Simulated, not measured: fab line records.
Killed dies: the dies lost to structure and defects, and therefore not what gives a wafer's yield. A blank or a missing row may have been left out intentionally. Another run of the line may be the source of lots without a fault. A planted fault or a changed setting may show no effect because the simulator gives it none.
Which tool was responsible?	flow sky130	12 lots (36 wafers sampled), 1 step of a 708-step route

== WHAT THE GAUGES SHOWED, per wafer ==
SKY_FIELD_ISO_CD_MEAS_13: the cd target is 150 nm. Usual: cd-nm reads 149.9 nm (standard deviation 1.6).
lot	measured	on	cd-nm (nm)	flag
L511	day 2 04:05	cd-sem-01	149.0 149.2 150.3	
L512	day 2 10:18	cd-sem-01	150.3 149.8 149.8	
L514	day 2 21:38	cd-sem-01	149.9 150.2 151.1	
L521	day 4 09:25	cd-sem-01	151.7 152.0 150.9	
L522	day 4 13:55	cd-sem-01	151.6 151.4 151.2	
L523	day 4 20:19	cd-sem-01	151.2 150.9 150.7	
L527	day 5 15:44	cd-sem-01	149.8 149.2 149.3	
L529	day 6 01:23	cd-sem-01	150.0 150.1 148.9	
L531	day 6 15:48	cd-sem-02	149.3 150.9 150.4	
L532	day 6 18:59	cd-sem-01	148.7 148.5 148.8	
L533	day 7 05:43	cd-sem-02	153.8 152.1 153.0	
L534	day 7 06:02	cd-sem-02	150.0 149.5 149.9	

== WHAT TOOL EACH LOT RAN ON (gives the tool, then ch and the chambers of the sampled wafers, and finally the start) ==
The record shows no process step preceding these readings.

== WHAT THE TOOLS THEMSELVES READ (means of the sampled wafers that have a number; where no wafer has one, the mark that the record gives instead) ==
The record holds no such reading with a usual standard deviation.

== THE ANSWER, worked out from the rows above alone ==
Rule: a lot counts as off when the mean over its wafers that have a number is more than 3 standard deviations away from the usual mean. A lot without any number at a reading at which 4 lots or more have one is off too. All remaining lots with rows at the step are treated as sound. Order of review: gauges by route order, followed by the tools' own readings, for which a lot's mean as printed above is used. At the first step where some lot is off, the reading lying furthest off is the one used; lots without a number count as furthest.
None of the lots is off at any reading shown; this tells nothing.

== WHAT THE SIMULATOR HAD INSERTED ==
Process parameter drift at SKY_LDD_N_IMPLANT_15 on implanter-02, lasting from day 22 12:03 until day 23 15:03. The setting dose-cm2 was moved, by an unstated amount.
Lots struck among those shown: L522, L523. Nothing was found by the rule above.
